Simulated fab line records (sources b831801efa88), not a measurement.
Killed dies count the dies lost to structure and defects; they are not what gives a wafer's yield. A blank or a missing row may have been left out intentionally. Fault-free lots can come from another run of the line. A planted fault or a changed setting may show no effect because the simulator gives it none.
Matching of chambers    flow sky130    3 sister chambers for SKY_CAP2M_CVD_00 on pecvd-02
The step deposits SiO2, target thk 15.5 nm. 6 wafers are shown with their chamber, then 7 later ones without.

## WAFERS PAIRED WITH THEIR CHAMBERS
wafer   chamber  susceptor temp C (C)  heater power w (W)
L082.3  2        400.31                737
L084.1  0        400.00                704
L084.3  2        400.45                758
L084.4  1        400.02                718
L085.2  1        400.15                652
L085.3  0        400.02                588

## WAFERS WITHOUT THEIR CHAMBER
wafer   susceptor temp C (C)  heater power w (W)
L085.4  400.47                635
L090.2  399.60                684
L090.5  399.74                783
L090.6  399.32                690
L092.1  400.43                678
L092.5  399.89                651
L092.6  400.11                697

## EACH ONE'S CHAMBER
wafer    from the rows above       in truth
L085.4   2                         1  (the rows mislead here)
L090.2   can't be placed: 0 or 1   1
L090.5   can't be placed: 0 or 1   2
L090.6   can't be placed: 0 or 1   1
L092.1   2                         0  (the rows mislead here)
L092.5   can't be placed: 0 or 1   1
L092.6   can't be placed: 1 or 0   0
Correctly placed: 0 of 7. These rows do not allow placing 5 (true chamber among the candidates in 4). Number placed wrongly: 2.
How it was worked out, from the rows above alone: a wafer's distance from a chamber is the root of the sum, over the readings, of the square of ((its reading less the chamber's mean) divided by the reading's scatter). If the next closest chamber is less than 2 further off than the closest, the wafer can't be placed; otherwise it belongs to the closest. The mean given for a chamber averages the wafers shown for that chamber. How the scatter is found: for the shown wafers, subtract from each reading the mean of its chamber, square and add these, divide the total by (wafers less chambers), then take the root.
